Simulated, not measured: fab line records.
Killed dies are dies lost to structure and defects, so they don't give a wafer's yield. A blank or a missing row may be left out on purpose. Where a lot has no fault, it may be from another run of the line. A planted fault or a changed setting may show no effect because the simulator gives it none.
fab line records / flow sky130
record: lots: 7 wafers: 21 last_day: 50
route steps=708 shown LOCAL_INTERCONNECT@405 CONTACT@406
lots that met no fault: taken from a fault-free run of the same line
start_h: hours from the record's opening day to when the first of the lot's shown wafers began / wait_h: hours elapsed since this lot's preceding step / " repeats the value in the row above / L1.1+2: one row covering several wafers at once / - either no value or no given start / * or withheld: withheld / < > ~ a bound
route shown NAME@n: NAME is a module with steps in the file, n the number in the route of the first one / usual: average and standard deviation across the fault-free wafers / same: alike in all rows / chamber/n: place in a boat / sites: per-site readings / _std_site: how widely they spread, as a standard deviation / _edge_site: outer sites' mean less inner sites' / radius_mm: for every site, how far away it sits from the centre of the wafer / mask NAME#n: copy n / behind: tool/chamber where the wafer was last shaped / hold: cause of the lot's hold/its duration in hours/its outcome / device: whichever transistor did not switch (one of n, p or np) / end of line: the tests these same wafers got at the end of their route / where a step has no rows: the recipe by itself / killed: the dies lost at the first sort to structure and to defects; this is not the yield of the wafer / map: a wafer's dies, marking killed ones x, the rest . and places with no die _
set.NAME: the run value of the setting; set.NAME@STEP: its run value at that earlier step / model.NAME: the simulator's own value behind a step, which no gauge read
lots at some steps of the route; a table a step, a row a wafer
services: from which hour (start_h, from the record's first day; less than 0 if before it) a tool's chamber was out of use, for how many hours, and why
== steps ==
step: SKY_LOCAL_INTERCONNECT_CLEAN_18
recipe: chemistry: O3/DIW dry: n2_spin
step: SKY_CONTACT_CVD_00
recipe: material: Si3N4 target_thk_nm: 75 temp_c: 400 time_s: withheld rf_w: 450
usual: heater_power_w: 731/98 susceptor_temp_C: 400.01/0.2
lot.wafer=L189.1 tool=pecvd-04 chamber=0 start_h=729.68 wait_h=0.0 heater_power_w=638 susceptor_temp_C=400.14
lot.wafer=L189.3 tool=pecvd-04 chamber=2 start_h=729.68 wait_h=0.0 heater_power_w=918 susceptor_temp_C=399.53
lot.wafer=L189.6 tool=pecvd-04 chamber=1 start_h=729.68 wait_h=0.0 heater_power_w=780 susceptor_temp_C=400.11
lot.wafer=L197.2 tool=pecvd-02 chamber=1 start_h=800.35 wait_h=0.0 heater_power_w=732 susceptor_temp_C=399.89
lot.wafer=L197.4 tool=pecvd-02 chamber=1 start_h=800.35 wait_h=0.0 heater_power_w=729 susceptor_temp_C=400.04
lot.wafer=L197.5 tool=pecvd-02 chamber=2 start_h=800.35 wait_h=0.0 heater_power_w=625 susceptor_temp_C=400.24
lot.wafer=L198.1 tool=pecvd-02 chamber=1 start_h=806.27 wait_h=0.0 heater_power_w=716 susceptor_temp_C=400.07
lot.wafer=L198.4 tool=pecvd-02 chamber=0 start_h=806.27 wait_h=0.0 heater_power_w=728 susceptor_temp_C=400.14
lot.wafer=L198.5 tool=pecvd-02 chamber=2 start_h=806.27 wait_h=0.0 heater_power_w=661 susceptor_temp_C=399.56
lot.wafer=L199.1 tool=pecvd-04 chamber=2 start_h=808.31 wait_h=0.0 heater_power_w=919 susceptor_temp_C=400.20
lot.wafer=L199.5 tool=pecvd-04 chamber=2 start_h=808.31 wait_h=0.0 heater_power_w=740 susceptor_temp_C=400.03
lot.wafer=L199.6 tool=pecvd-04 chamber=0 start_h=808.31 wait_h=0.0 heater_power_w=718 susceptor_temp_C=399.80
lot.wafer=L200.2 tool=pecvd-01 chamber=0 start_h=810.58 wait_h=0.0 heater_power_w=731 susceptor_temp_C=399.90
lot.wafer=L200.3 tool=pecvd-01 chamber=1 start_h=810.58 wait_h=0.0 heater_power_w=876 susceptor_temp_C=399.79
lot.wafer=L200.6 tool=pecvd-01 chamber=0 start_h=810.58 wait_h=0.0 heater_power_w=759 susceptor_temp_C=399.93
lot.wafer=L208.1 tool=pecvd-01 chamber=1 start_h=878.20 wait_h=0.0 heater_power_w=779 susceptor_temp_C=399.62
lot.wafer=L208.2 tool=pecvd-01 chamber=0 start_h=878.20 wait_h=0.0 heater_power_w=680 susceptor_temp_C=400.18
lot.wafer=L208.3 tool=pecvd-01 chamber=2 start_h=878.20 wait_h=0.0 heater_power_w=651 susceptor_temp_C=400.10
lot.wafer=L209.1 tool=pecvd-01 chamber=0 start_h=881.29 wait_h=0.0 heater_power_w=636 susceptor_temp_C=399.93
lot.wafer=L209.4 tool=pecvd-01 chamber=1 start_h=881.29 wait_h=0.0 heater_power_w=902 susceptor_temp_C=399.86
lot.wafer=L209.6 tool=pecvd-01 chamber=2 start_h=881.29 wait_h=0.0 heater_power_w=683 susceptor_temp_C=399.82
step: SKY_CONTACT_THK_MEAS_01
recipe: reads: Si3N4_of_CONTACT_CVD_00
usual: CONTACT_CVD_00_THK: 74.9/0.95
lot.wafer=L189.1 tool=film_metro-01 chamber=- start_h=729.71 wait_h=- CONTACT_CVD_00_THK[nm]=74.0
lot.wafer=L189.3 tool=film_metro-01 chamber=- start_h=729.71 wait_h=- CONTACT_CVD_00_THK[nm]=73.6
lot.wafer=L189.6 tool=film_metro-01 chamber=- start_h=729.71 wait_h=- CONTACT_CVD_00_THK[nm]=74.4
lot.wafer=L197.2 tool=film_metro-03 chamber=- start_h=800.39 wait_h=- CONTACT_CVD_00_THK[nm]=74.5
lot.wafer=L197.4 tool=film_metro-03 chamber=- start_h=800.39 wait_h=- CONTACT_CVD_00_THK[nm]=74.8
lot.wafer=L197.5 tool=film_metro-03 chamber=- start_h=800.39 wait_h=- CONTACT_CVD_00_THK[nm]=75.2
lot.wafer=L198.1 tool=film_metro-03 chamber=- start_h=806.30 wait_h=- CONTACT_CVD_00_THK[nm]=72.7
lot.wafer=L198.4 tool=film_metro-03 chamber=- start_h=806.30 wait_h=- CONTACT_CVD_00_THK[nm]=75.5
lot.wafer=L198.5 tool=film_metro-03 chamber=- start_h=806.30 wait_h=- CONTACT_CVD_00_THK[nm]=75.1
lot.wafer=L199.1 tool=film_metro-03 chamber=- start_h=808.36 wait_h=- CONTACT_CVD_00_THK[nm]=74.0
lot.wafer=L199.5 tool=film_metro-03 chamber=- start_h=808.36 wait_h=- CONTACT_CVD_00_THK[nm]=74.2
lot.wafer=L199.6 tool=film_metro-03 chamber=- start_h=808.36 wait_h=- CONTACT_CVD_00_THK[nm]=76.0
lot.wafer=L200.2 tool=film_metro-01 chamber=- start_h=810.62 wait_h=- CONTACT_CVD_00_THK[nm]=74.7
lot.wafer=L200.3 tool=film_metro-01 chamber=- start_h=810.62 wait_h=- CONTACT_CVD_00_THK[nm]=73.3
lot.wafer=L200.6 tool=film_metro-01 chamber=- start_h=810.62 wait_h=- CONTACT_CVD_00_THK[nm]=75.0
lot.wafer=L208.1 tool=film_metro-03 chamber=- start_h=878.23 wait_h=- CONTACT_CVD_00_THK[nm]=73.2
lot.wafer=L208.2 tool=film_metro-03 chamber=- start_h=878.23 wait_h=- CONTACT_CVD_00_THK[nm]=75.1
lot.wafer=L208.3 tool=film_metro-03 chamber=- start_h=878.23 wait_h=- CONTACT_CVD_00_THK[nm]=73.7
lot.wafer=L209.1 tool=film_metro-03 chamber=- start_h=881.32 wait_h=- CONTACT_CVD_00_THK[nm]=75.6
lot.wafer=L209.4 tool=film_metro-03 chamber=- start_h=881.32 wait_h=- CONTACT_CVD_00_THK[nm]=74.5
lot.wafer=L209.6 tool=film_metro-03 chamber=- start_h=881.32 wait_h=- CONTACT_CVD_00_THK[nm]=75.3
step: SKY_CONTACT_HDPCVD_02
recipe: material: SiO2 target_thk_nm: 565 sigma_open_frac: 0.3 time_s: 94.2 temp_c: 600 sih4_flow_sccm: 60 pressure_mtorr: 6
step: SKY_CONTACT_THK_MEAS_03
recipe: reads: SiO2_of_CONTACT_HDPCVD_02
usual: CONTACT_HDPCVD_THK: 563/7.6
lot.wafer=L189.1 tool=film_metro-03 chamber=- start_h=729.84 wait_h=0.0 CONTACT_HDPCVD_THK[nm]=558
lot.wafer=L189.3 tool=film_metro-03 chamber=- start_h=729.84 wait_h=0.0 CONTACT_HDPCVD_THK[nm]=572
lot.wafer=L189.6 tool=film_metro-03 chamber=- start_h=729.84 wait_h=0.0 CONTACT_HDPCVD_THK[nm]=555
lot.wafer=L197.2 tool=film_metro-01 chamber=- start_h=800.52 wait_h=0.0 CONTACT_HDPCVD_THK[nm]=567
lot.wafer=L197.4 tool=film_metro-01 chamber=- start_h=800.52 wait_h=0.0 CONTACT_HDPCVD_THK[nm]=563
lot.wafer=L197.5 tool=film_metro-01 chamber=- start_h=800.52 wait_h=0.0 CONTACT_HDPCVD_THK[nm]=571
lot.wafer=L198.1 tool=film_metro-01 chamber=- start_h=806.43 wait_h=0.0 CONTACT_HDPCVD_THK[nm]=565
lot.wafer=L198.4 tool=film_metro-01 chamber=- start_h=806.43 wait_h=0.0 CONTACT_HDPCVD_THK[nm]=573
lot.wafer=L198.5 tool=film_metro-01 chamber=- start_h=806.43 wait_h=0.0 CONTACT_HDPCVD_THK[nm]=561
lot.wafer=L199.1 tool=film_metro-01 chamber=- start_h=808.49 wait_h=0.0 CONTACT_HDPCVD_THK[nm]=568
lot.wafer=L199.5 tool=film_metro-01 chamber=- start_h=808.49 wait_h=0.0 CONTACT_HDPCVD_THK[nm]=561
lot.wafer=L199.6 tool=film_metro-01 chamber=- start_h=808.49 wait_h=0.0 CONTACT_HDPCVD_THK[nm]=569
lot.wafer=L200.2 tool=film_metro-03 chamber=- start_h=810.75 wait_h=0.0 CONTACT_HDPCVD_THK[nm]=568
lot.wafer=L200.3 tool=film_metro-03 chamber=- start_h=810.75 wait_h=0.0 CONTACT_HDPCVD_THK[nm]=571
lot.wafer=L200.6 tool=film_metro-03 chamber=- start_h=810.75 wait_h=0.0 CONTACT_HDPCVD_THK[nm]=573
lot.wafer=L208.1 tool=film_metro-01 chamber=- start_h=878.36 wait_h=0.0 CONTACT_HDPCVD_THK[nm]=563
lot.wafer=L208.2 tool=film_metro-01 chamber=- start_h=878.36 wait_h=0.0 CONTACT_HDPCVD_THK[nm]=566
lot.wafer=L208.3 tool=film_metro-01 chamber=- start_h=878.36 wait_h=0.0 CONTACT_HDPCVD_THK[nm]=562
lot.wafer=L209.1 tool=film_metro-01 chamber=- start_h=881.45 wait_h=0.0 CONTACT_HDPCVD_THK[nm]=570
lot.wafer=L209.4 tool=film_metro-01 chamber=- start_h=881.45 wait_h=0.0 CONTACT_HDPCVD_THK[nm]=561
lot.wafer=L209.6 tool=film_metro-01 chamber=- start_h=881.45 wait_h=0.0 CONTACT_HDPCVD_THK[nm]=562
step: SKY_CONTACT_CMP_04
recipe: material: SiO2 down_force_psi: 4 platen_rpm: 60 pad_velocity_m_s: 0.94248
usual: motor_current_A: 11.9/1.6 slurry_filter_dp_kPa: 13.49/0.14 time_to_endpoint_s: 80/4.6
lot.wafer=L189.3 tool=cmp-02 chamber=3 start_h=729.90 wait_h=0.0 motor_current_A=10.9 slurry_filter_dp_kPa=13.52 time_to_endpoint_s=90
lot.wafer=L189.1 tool=cmp-02 chamber=1 start_h=729.90 wait_h=0.0 motor_current_A=12.1 slurry_filter_dp_kPa=13.34 time_to_endpoint_s=81
lot.wafer=L189.6 tool=cmp-02 chamber=3 start_h=729.90 wait_h=0.0 motor_current_A=11.3 slurry_filter_dp_kPa=13.61 time_to_endpoint_s=81
lot.wafer=L197.2 tool=cmp-02 chamber=2 start_h=800.71 wait_h=0.2 motor_current_A=14.4 slurry_filter_dp_kPa=13.55 time_to_endpoint_s=84
lot.wafer=L197.4 tool=cmp-02 chamber=3 start_h=800.71 wait_h=0.2 motor_current_A=10.7 slurry_filter_dp_kPa=13.35 time_to_endpoint_s=77
lot.wafer=L197.5 tool=cmp-02 chamber=0 start_h=800.71 wait_h=0.2 motor_current_A=10.4 slurry_filter_dp_kPa=13.53 time_to_endpoint_s=87
lot.wafer=L198.4 tool=cmp-02 chamber=0 start_h=806.62 wait_h=0.1 motor_current_A=9.8 slurry_filter_dp_kPa=13.78 time_to_endpoint_s=89
lot.wafer=L198.1 tool=cmp-02 chamber=3 start_h=806.62 wait_h=0.1 motor_current_A=11.4 slurry_filter_dp_kPa=13.53 time_to_endpoint_s=79
lot.wafer=L198.5 tool=cmp-02 chamber=1 start_h=806.62 wait_h=0.1 motor_current_A=11.9 slurry_filter_dp_kPa=13.34 time_to_endpoint_s=77
lot.wafer=L199.1 tool=cmp-02 chamber=3 start_h=808.70 wait_h=0.2 motor_current_A=11.5 slurry_filter_dp_kPa=13.62 time_to_endpoint_s=79
lot.wafer=L199.5 tool=cmp-02 chamber=0 start_h=808.70 wait_h=0.2 motor_current_A=10.3 slurry_filter_dp_kPa=13.54 time_to_endpoint_s=82
lot.wafer=L199.6 tool=cmp-02 chamber=1 start_h=808.70 wait_h=0.2 motor_current_A=12.5 slurry_filter_dp_kPa=13.48 time_to_endpoint_s=77
lot.wafer=L200.3 tool=cmp-02 chamber=1 start_h=810.90 wait_h=0.1 motor_current_A=11.6 slurry_filter_dp_kPa=13.45 time_to_endpoint_s=87
lot.wafer=L200.2 tool=cmp-02 chamber=2 start_h=810.90 wait_h=0.1 motor_current_A=14.9 slurry_filter_dp_kPa=13.53 time_to_endpoint_s=86
lot.wafer=L200.6 tool=cmp-02 chamber=0 start_h=810.90 wait_h=0.1 motor_current_A=10.1 slurry_filter_dp_kPa=13.57 time_to_endpoint_s=92
lot.wafer=L208.1 tool=cmp-01 chamber=0 start_h=878.42 wait_h=0.1 motor_current_A=10.1 slurry_filter_dp_kPa=13.44 time_to_endpoint_s=82
lot.wafer=L208.3 tool=cmp-01 chamber=1 start_h=878.42 wait_h=0.1 motor_current_A=14.1 slurry_filter_dp_kPa=13.61 time_to_endpoint_s=78
lot.wafer=L208.2 tool=cmp-01 chamber=2 start_h=878.42 wait_h=0.1 motor_current_A=14.0 slurry_filter_dp_kPa=13.37 time_to_endpoint_s=83
lot.wafer=L209.1 tool=cmp-01 chamber=1 start_h=881.56 wait_h=0.1 motor_current_A=13.4 slurry_filter_dp_kPa=13.48 time_to_endpoint_s=77
lot.wafer=L209.4 tool=cmp-01 chamber=2 start_h=881.56 wait_h=0.1 motor_current_A=13.4 slurry_filter_dp_kPa=13.27 time_to_endpoint_s=74
lot.wafer=L209.6 tool=cmp-01 chamber=1 start_h=881.56 wait_h=0.1 motor_current_A=14.4 slurry_filter_dp_kPa=13.51 time_to_endpoint_s=75
step: SKY_CONTACT_BOW_MEAS_05
recipe: mode: bow
usual: CONTACT_BOW: 82/7.4
lot.wafer=L189.1 tool=film_metro-03 chamber=- start_h=730.20 wait_h=0.1 CONTACT_BOW[um]=77
lot.wafer=L189.3 tool=film_metro-03 chamber=- start_h=730.20 wait_h=0.1 CONTACT_BOW[um]=74
lot.wafer=L189.6 tool=film_metro-03 chamber=- start_h=730.20 wait_h=0.1 CONTACT_BOW[um]=82
lot.wafer=L197.2 tool=film_metro-04 chamber=- start_h=800.93 wait_h=0.2 CONTACT_BOW[um]=81
lot.wafer=L197.4 tool=film_metro-04 chamber=- start_h=800.93 wait_h=0.2 CONTACT_BOW[um]=71
lot.wafer=L197.5 tool=film_metro-04 chamber=- start_h=800.93 wait_h=0.2 CONTACT_BOW[um]=75
lot.wafer=L198.1 tool=film_metro-03 chamber=- start_h=806.92 wait_h=0.1 CONTACT_BOW[um]=55
lot.wafer=L198.4 tool=film_metro-03 chamber=- start_h=806.92 wait_h=0.1 CONTACT_BOW[um]=65
lot.wafer=L198.5 tool=film_metro-03 chamber=- start_h=806.92 wait_h=0.1 CONTACT_BOW[um]=80
lot.wafer=L199.1 tool=film_metro-03 chamber=- start_h=808.85 wait_h=0.1 CONTACT_BOW[um]=100
lot.wafer=L199.5 tool=film_metro-03 chamber=- start_h=808.85 wait_h=0.1 CONTACT_BOW[um]=74
lot.wafer=L199.6 tool=film_metro-03 chamber=- start_h=808.85 wait_h=0.1 CONTACT_BOW[um]=82
lot.wafer=L200.2 tool=film_metro-01 chamber=- start_h=811.12 wait_h=0.1 CONTACT_BOW[um]=77
lot.wafer=L200.3 tool=film_metro-01 chamber=- start_h=811.12 wait_h=0.1 CONTACT_BOW[um]=86
lot.wafer=L200.6 tool=film_metro-01 chamber=- start_h=811.12 wait_h=0.1 CONTACT_BOW[um]=77
lot.wafer=L208.1 tool=film_metro-03 chamber=- start_h=878.72 wait_h=0.2 CONTACT_BOW[um]=76
lot.wafer=L208.2 tool=film_metro-03 chamber=- start_h=878.72 wait_h=0.2 CONTACT_BOW[um]=73
lot.wafer=L208.3 tool=film_metro-03 chamber=- start_h=878.72 wait_h=0.2 CONTACT_BOW[um]=81
lot.wafer=L209.1 tool=film_metro-03 chamber=- start_h=881.81 wait_h=0.2 CONTACT_BOW[um]=86
lot.wafer=L209.4 tool=film_metro-03 chamber=- start_h=881.81 wait_h=0.2 CONTACT_BOW[um]=75
lot.wafer=L209.6 tool=film_metro-03 chamber=- start_h=881.81 wait_h=0.2 CONTACT_BOW[um]=79
step: SKY_CONTACT_DEHYDRATE_06
recipe: temp_c: 200 time_s: 60
step: SKY_CONTACT_HMDS_07
recipe: prime_time_s: 60 prime_temp_c: 120
step: SKY_CONTACT_COAT_08
recipe: resist: BARC temp_c: withheld time_s: withheld spin_rpm: 3000 resist_thk_nm: 60
step: SKY_CONTACT_COAT_09
recipe: resist: KrF-thick spin_rpm: 3000 resist_thk_nm: 450
step: SKY_CONTACT_SOFTBAKE_10
recipe: temp_c: 100 time_s: 90 resist: KrF-thick
step: SKY_CONTACT_EXPOSE_11
recipe: mask_id: CTM1 na: 0.8 source_shape: annular sigma_inner: 0.55 sigma_outer: 0.85 target_cd_nm: 170 dose_mj: 38
usual: exposure_dose_mJ_cm2: 38.00/0.042 focus_offset_nm: 0.1/0.59 sigma_inner: 0.55/0
lot.wafer=L189.1 tool=krf_scanner-02 chamber=0 start_h=744.19 wait_h=- mask=CTM1#0 exposure_dose_mJ_cm2=37.97 focus_offset_nm=0.2 sigma_inner=0.55
lot.wafer=L189.3 tool=krf_scanner-02 chamber=0 start_h=744.19 wait_h=- mask=CTM1#0 exposure_dose_mJ_cm2=37.99 focus_offset_nm=1.1 sigma_inner=0.55
lot.wafer=L189.6 tool=krf_scanner-02 chamber=0 start_h=744.19 wait_h=- mask=CTM1#0 exposure_dose_mJ_cm2=37.94 focus_offset_nm=0.8 sigma_inner=0.55
lot.wafer=L197.2 tool=krf_scanner-01 chamber=0 start_h=815.01 wait_h=- mask=CTM1#0 exposure_dose_mJ_cm2=38.00 focus_offset_nm=-0.5 sigma_inner=0.55
lot.wafer=L197.4 tool=krf_scanner-01 chamber=0 start_h=815.01 wait_h=- mask=CTM1#0 exposure_dose_mJ_cm2=38.04 focus_offset_nm=0.0 sigma_inner=0.55
lot.wafer=L197.5 tool=krf_scanner-01 chamber=0 start_h=815.01 wait_h=- mask=CTM1#0 exposure_dose_mJ_cm2=37.99 focus_offset_nm=0.4 sigma_inner=0.55
lot.wafer=L198.1 tool=krf_scanner-01 chamber=- start_h=820.59 wait_h=- mask=CTM1#0 exposure_dose_mJ_cm2=- focus_offset_nm=- sigma_inner=-
lot.wafer=L198.4 tool=krf_scanner-01 chamber=- start_h=820.59 wait_h=- mask=CTM1#0 exposure_dose_mJ_cm2=- focus_offset_nm=- sigma_inner=-
lot.wafer=L198.5 tool=krf_scanner-01 chamber=- start_h=820.59 wait_h=- mask=CTM1#0 exposure_dose_mJ_cm2=- focus_offset_nm=- sigma_inner=-
lot.wafer=L199.1 tool=krf_scanner-02 chamber=- start_h=823.04 wait_h=- mask=CTM1#0 exposure_dose_mJ_cm2=- focus_offset_nm=- sigma_inner=-
lot.wafer=L199.5 tool=krf_scanner-02 chamber=- start_h=823.04 wait_h=- mask=CTM1#0 exposure_dose_mJ_cm2=- focus_offset_nm=- sigma_inner=-
lot.wafer=L199.6 tool=krf_scanner-02 chamber=- start_h=823.04 wait_h=- mask=CTM1#0 exposure_dose_mJ_cm2=- focus_offset_nm=- sigma_inner=-
lot.wafer=L200.2 tool=krf_scanner-02 chamber=- start_h=825.83 wait_h=- mask=CTM1#0 exposure_dose_mJ_cm2=- focus_offset_nm=- sigma_inner=-
lot.wafer=L200.3 tool=krf_scanner-02 chamber=- start_h=825.83 wait_h=- mask=CTM1#0 exposure_dose_mJ_cm2=- focus_offset_nm=- sigma_inner=-
lot.wafer=L200.6 tool=krf_scanner-02 chamber=- start_h=825.83 wait_h=- mask=CTM1#0 exposure_dose_mJ_cm2=- focus_offset_nm=- sigma_inner=-
lot.wafer=L208.1 tool=krf_scanner-02 chamber=0 start_h=891.69 wait_h=- mask=CTM1#0 exposure_dose_mJ_cm2=38.02 focus_offset_nm=0.3 sigma_inner=0.55
lot.wafer=L208.2 tool=krf_scanner-02 chamber=0 start_h=891.69 wait_h=- mask=CTM1#0 exposure_dose_mJ_cm2=37.99 focus_offset_nm=-0.1 sigma_inner=0.55
lot.wafer=L208.3 tool=krf_scanner-02 chamber=0 start_h=891.69 wait_h=- mask=CTM1#0 exposure_dose_mJ_cm2=38.01 focus_offset_nm=-0.1 sigma_inner=0.55
lot.wafer=L209.1 tool=krf_scanner-01 chamber=0 start_h=894.79 wait_h=- mask=CTM1#0 exposure_dose_mJ_cm2=37.99 focus_offset_nm=-0.5 sigma_inner=0.55
lot.wafer=L209.4 tool=krf_scanner-01 chamber=0 start_h=894.79 wait_h=- mask=CTM1#0 exposure_dose_mJ_cm2=37.99 focus_offset_nm=0.0 sigma_inner=0.55
lot.wafer=L209.6 tool=krf_scanner-01 chamber=0 start_h=894.79 wait_h=- mask=CTM1#0 exposure_dose_mJ_cm2=38.05 focus_offset_nm=0.1 sigma_inner=0.55
step: SKY_CONTACT_PEB_12
recipe: peb_temp_c: withheld peb_time_s: withheld resist: KrF-thick
== services ==
tool=cmp-01 chamber=- start_h=707.66 hours=2.5 kind=repair
tool=pecvd-02 chamber=1 start_h=710.97 hours=4.1 kind=repair
tool=cmp-02 chamber=- start_h=711.00 hours=5.0 kind=repair
tool=cmp-02 chamber=- start_h=720.97 hours=1.5 kind=repair
tool=pecvd-01 chamber=1 start_h=724.77 hours=5.5 kind=repair
tool=krf_scanner-02 chamber=- start_h=735.08 hours=1.3 kind=pm
tool=cmp-02 chamber=- start_h=744.86 hours=4.0 kind=pm
tool=krf_scanner-01 chamber=- start_h=749.90 hours=0.8 kind=pm
tool=krf_scanner-02 chamber=- start_h=755.69 hours=3.6 kind=pm
tool=cmp-01 chamber=- start_h=760.72 hours=2.7 kind=pm
tool=pecvd-04 chamber=- start_h=761.57 hours=1.0 kind=repair
tool=pecvd-01 chamber=0 start_h=765.19 hours=10.6 kind=repair
tool=krf_scanner-02 chamber=- start_h=769.24 hours=4.4 kind=pm
tool=cmp-01 chamber=- start_h=772.44 hours=0.5 kind=repair
tool=pecvd-04 chamber=1 start_h=777.63 hours=13.3 kind=repair
tool=pecvd-02 chamber=2 start_h=787.55 hours=3.6 kind=repair
tool=krf_scanner-02 chamber=- start_h=789.79 hours=0.8 kind=pm
tool=krf_scanner-02 chamber=- start_h=813.25 hours=1.4 kind=repair
tool=krf_scanner-01 chamber=- start_h=850.77 hours=2.4 kind=repair
tool=pecvd-01 chamber=- start_h=854.31 hours=0.8 kind=repair
tool=krf_scanner-01 chamber=- start_h=855.09 hours=1.0 kind=pm
tool=krf_scanner-02 chamber=- start_h=871.61 hours=1.0 kind=pm
tool=krf_scanner-01 chamber=- start_h=875.63 hours=1.3 kind=pm
tool=cmp-02 chamber=- start_h=887.97 hours=0.3 kind=repair
== key ==
first_sign: step: SKY_CONTACT_EXPOSE_11 reading: tool_record direction: missing
effect none on later readings
met_at SKY_CONTACT_EXPOSE_11
struck_wafers L198.1,L198.4,L198.5,L199.1,L199.5,L199.6,L200.2,L200.3,L200.6
later_rows_left_out L198.1,L198.4,L198.5,L199.1,L199.5,L199.6,L200.2,L200.3,L200.6
sort_left_out L198.1,L198.4,L198.5,L199.1,L199.5,L199.6,L200.2,L200.3,L200.6
tester_left_out L198,L199,L200
onset_between 815.01 820.59
fault: kind: skipped_step_whole tool: krf_scanner-01,krf_scanner-02 chamber: - onset_h: 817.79 steps: SKY_CONTACT_EXPOSE_11 scope: struck_lots_only
tester_left_out: of these lots the tester's yield and bins aren't shown, on N5 and GAA mostly nor the transistor test; their killed dies are dies lost to structure and defects alone, not to doping, threshold or leakage, so they don't give the yield
sort_left_out: the simulated sort isn't trusted on such a fault, so these wafers' sort isn't shown, and their yield isn't known
later_rows_left_out: the simulator's readings of these wafers behind a module that went badly wrong aren't trusted and aren't shown, but for the sort
